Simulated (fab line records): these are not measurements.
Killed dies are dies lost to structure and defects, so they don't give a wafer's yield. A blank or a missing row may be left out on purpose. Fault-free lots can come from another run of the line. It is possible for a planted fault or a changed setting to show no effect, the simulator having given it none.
Matching of chambers    flow sky130    SKY_PASSIVATION_ETCH_11 on rie_diel-02: 4 sister chambers
The step etches the open film in CF4/O2, stops on AlCu, target depth 725 nm, time 161.1 s. 14 wafers are shown with their chamber, then 7 later ones without.

== EACH WAFER AND ITS CHAMBER ==
wafer   chamber  drypump_motor_current_A (A)  oes_product_au (a.u.)  throttle_valve_pct (%)
L075.2  2        5.7                          0.971                  5.975
L075.3  1        5.7                          0.980                  5.964
L075.5  2        5.7                          0.986                  5.955
L079.1  0        6.0                          0.973                  5.967
L079.2  2        5.7                          0.973                  5.970
L079.3  3        5.0                          0.979                  5.951
L079.4  1        5.7                          0.986                  5.963
L079.5  1        5.7                          0.979                  5.975
L079.6  0        6.0                          0.981                  5.962
L080.1  0        6.0                          0.986                  5.978
L080.2  1        5.7                          0.986                  5.977
L080.4  3        5.0                          0.978                  5.976
L082.2  1        5.7                          0.979                  5.960
L082.5  0        6.1                          0.991                  5.973

SIGNATURES (means of the wafers above)
reading                  chamber 0  chamber 1  chamber 2  chamber 3  scatter within a chamber
drypump_motor_current_A  6.025      5.700      5.700      5.000      0.0274
oes_product_au           0.98275    0.98200    0.97667    0.97850    0.00603
throttle_valve_pct       5.97000    5.96780    5.96667    5.96350    0.00954
Rule: distance of a wafer from a chamber = root of the sum over the readings of ((wafer's reading minus chamber's mean) / reading's scatter) squared. The wafer belongs to the nearest chamber; if the next one is less than 2 further off, it can't be placed. The scatter: the root of (the sum of the squares of (reading less its chamber's mean) over the shown wafers, divided by (wafers less chambers)).

== WAFERS WITH NO CHAMBER GIVEN ==
wafer   drypump_motor_current_A (A)  oes_product_au (a.u.)  throttle_valve_pct (%)
L082.6  5.7                          0.978                  5.969
L085.1  5.7                          0.979                  5.964
L085.2  5.7                          0.979                  5.976
L085.3  5.0                          0.973                  5.983
L085.4  6.0                          0.995                  5.976
L085.5  5.7                          0.991                  5.975
L085.6  5.7                          0.988                  5.963

== CHAMBER TAKEN BY EACH ==
wafer   from the rows above      in truth
L082.6  can't be placed: 2 or 1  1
L085.1  can't be placed: 2 or 1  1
L085.2  can't be placed: 1 or 2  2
L085.3  3                        3
L085.4  0                        0
L085.5  can't be placed: 1 or 2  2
L085.6  can't be placed: 1 or 2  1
Correct placement for 2 of the 7. Not placeable from these rows: 5 (in 5, the candidates include the true chamber). Wrongly placed: 0.
